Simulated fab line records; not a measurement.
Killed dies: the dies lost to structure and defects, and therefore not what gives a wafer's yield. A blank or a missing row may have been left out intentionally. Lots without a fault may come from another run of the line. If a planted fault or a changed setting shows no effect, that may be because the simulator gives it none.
What tool caused it? + flow sky130 + Sampling: 12 lots, 36 wafers, 3 of 708 route steps

== WHAT THE GAUGES SHOWED, per wafer ==
SKY_SD_N_RS_MEAS_16: uses a four-point probe to measure.
| lot  | measured     | on           | SD_N_RS (ohm/sq)  |
|------|--------------|--------------|-------------------|
| L503 | day 28 08:12 | filmMetro-02 | 68.59 68.60 68.51 |
| L504 | day 28 09:54 | filmMetro-04 | 68.52 68.47 68.41 |
| L505 | day 28 17:52 | filmMetro-04 | 68.47 68.74 68.44 |
| L506 | day 29 04:25 | filmMetro-03 | 68.43 68.82 68.57 |
| L509 | day 30 16:10 | filmMetro-03 | 68.62 68.47 68.38 |
| L508 | day 30 16:34 | filmMetro-04 | 68.39 68.40 68.50 |
| L517 | day 32 22:41 | filmMetro-03 | 66.61 66.68 66.65 |
| L518 | day 33 11:08 | filmMetro-03 | 66.66 66.62 66.67 |
| L519 | day 33 14:50 | filmMetro-02 | 68.55 68.42 68.43 |
| L522 | day 34 06:29 | filmMetro-04 | 68.63 68.44 68.62 |
| L523 | day 34 11:33 | filmMetro-04 | 68.47 68.59 68.55 |
| L525 | day 36 08:49 | filmMetro-03 | 68.41 68.56 68.35 |

== WHICH TOOL RAN EACH LOT (tool, then ch and the chambers of the sampled wafers, then the start) ==
| lot  | SKY_RES_XHIGH_STRIP_08              | SKY_SD_N_IMPLANT_10             |
|------|-------------------------------------|---------------------------------|
| L503 | plasmaAsher-03 ch 0,1, day 27 00:55 | implanter-02 ch 0, day 28 07:40 |
| L504 | plasmaAsher-04 ch 0,1, day 27 03:16 | implanter-03 ch 0, day 28 09:20 |
| L505 | plasmaAsher-03 ch 0,1, day 27 10:56 | implanter-01 ch 0, day 28 17:20 |
| L506 | plasmaAsher-02 ch 0,1, day 27 22:16 | implanter-01 ch 0, day 29 03:53 |
| L509 | plasmaAsher-03 ch 0,1, day 29 11:50 | implanter-03 ch 0, day 30 15:38 |
| L508 | plasmaAsher-03 ch 0,1, day 29 12:49 | implanter-01 ch 0, day 30 16:02 |
| L517 | plasmaAsher-02 ch 0,1, day 31 18:13 | implanter-03 ch 0, day 32 22:10 |
| L518 | plasmaAsher-03 ch 0,1, day 32 07:04 | implanter-03 ch 0, day 33 10:37 |
| L519 | plasmaAsher-03 ch 0,1, day 32 11:17 | implanter-01 ch 0, day 33 14:19 |
| L522 | plasmaAsher-03 ch 0,1, day 33 03:32 | implanter-02 ch 0, day 34 05:56 |
| L523 | plasmaAsher-03 ch 0,1, day 33 08:22 | implanter-01 ch 0, day 34 11:01 |
| L525 | plasmaAsher-02 ch 0,1, day 35 05:49 | implanter-02 ch 0, day 36 08:17 |
- SKY_RES_XHIGH_STRIP_08: strips in O2/N2.
- SKY_SD_N_IMPLANT_10

== AS READ BY THE TOOLS THEMSELVES (means over the sampled wafers that have a number; for cases with no such wafer, the mark the record gives instead) ==
SKY_RES_XHIGH_STRIP_08.
| lot  | tool           | drypumpMotorCurrentA (A) | oesProductAu (a.u.) | stripTimeToEndpointS (s) |
|------|----------------|--------------------------|---------------------|--------------------------|
| L503 | plasmaAsher-03 | 6.1                      | 0.713               | 14.25                    |
| L504 | plasmaAsher-04 | 5.5                      | 0.709               | 14.25                    |
| L505 | plasmaAsher-03 | 5.8                      | 0.706               | 14.27                    |
| L506 | plasmaAsher-02 | 6.1                      | 0.711               | 14.27                    |
| L509 | plasmaAsher-03 | 5.8                      | 0.713               | 14.25                    |
| L508 | plasmaAsher-03 | 6.1                      | 0.708               | 14.27                    |
| L517 | plasmaAsher-02 | 6.2                      | 0.710               | 14.26                    |
| L518 | plasmaAsher-03 | 6.1                      | 0.711               | 14.28                    |
| L519 | plasmaAsher-03 | 5.9                      | 0.707               | 14.24                    |
| L522 | plasmaAsher-03 | 6.1                      | 0.712               | 14.25                    |
| L523 | plasmaAsher-03 | 5.8                      | 0.708               | 14.26                    |
| L525 | plasmaAsher-02 | 6.2                      | 0.715               | 14.33                    |

SKY_SD_N_IMPLANT_10.
| lot  | tool         | beamOnS (s) | doseIonsCm2 |
|------|--------------|-------------|-------------|
| L503 | implanter-02 | 11.6        | 1.0002e+14  |
| L504 | implanter-03 | 9.8         | 1.0010e+14  |
| L505 | implanter-01 | 11.3        | 1.0008e+14  |
| L506 | implanter-01 | 11.4        | 9.9987e+13  |
| L509 | implanter-03 | 10.1        | 1.0012e+14  |
| L508 | implanter-01 | 11.3        | 1.0004e+14  |
| L517 | implanter-03 | 16.6        | 1.7015e+14  |
| L518 | implanter-03 | 17.0        | 1.6995e+14  |
| L519 | implanter-01 | 11.2        | 9.9993e+13  |
| L522 | implanter-02 | 11.4        | 1.0005e+14  |
| L523 | implanter-01 | 11.3        | 1.0012e+14  |
| L525 | implanter-02 | 11.6        | 1.0003e+14  |

== THE ANSWER, worked out from the rows above alone ==
Rule: what is usual is taken from the lots themselves. The widest of any qualifying gaps counts: lots, ordered by their means at a reading, are off when they make up no more than a third of the lots, leave a main group of 4 or more, and stand apart from it by 3 or more times the standard deviation of that group's means. The tables above print the reading to a certain number of digits; a main group whose means all agree to those digits is not used. Also off: a lot with no number at a reading for which 4 or more lots have one. The other lots that the step has rows for count as sound. The gauges are gone through in route order, then the tools' own readings, and for those a lot's mean is taken as printed above. The first step at which some lot is off is used, and at that step the reading that is off furthest; a lot without a number counts as furthest.
Off: L517, L518, seen at SKY_SD_N_RS_MEAS_16 (SD_N_RS). For the main group the mean is 68.51 ohm/sq and the standard deviation 0.058.
A tool fits if, at a process step before that reading, it ran every lot that is off, and no sound lot after the first of them. The gauges at SKY_SD_N_RS_MEAS_16 aren't tried: what is off there is off at SKY_SD_N_IMPLANT_10 too, on other tools, and a gauge's error can't cause that. One fits: implanter-03 at SKY_SD_N_IMPLANT_10. Its last sound lot is L509 (day 30 15:38), its first lot that is off L517 (day 32 22:10): a fault that began between those two fits.
The tool's own readings at SKY_SD_N_IMPLANT_10 bear it out: on the lots that are off they differ by more than 5 times the standard deviation of the sound lots' means. beamOnS reads 16.8 s there against 11.1 s on the sound lots; doseIonsCm2 reads 1.7005e+14 there against 1.0005e+14 on the sound lots.

== WHAT HAD BEEN PUT IN BY THE SIMULATOR ==
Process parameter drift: implanter-03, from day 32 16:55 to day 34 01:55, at SKY_SD_N_IMPLANT_10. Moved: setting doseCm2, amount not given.
Lots struck among those shown: L517, L518. This agrees with what the rule above found.
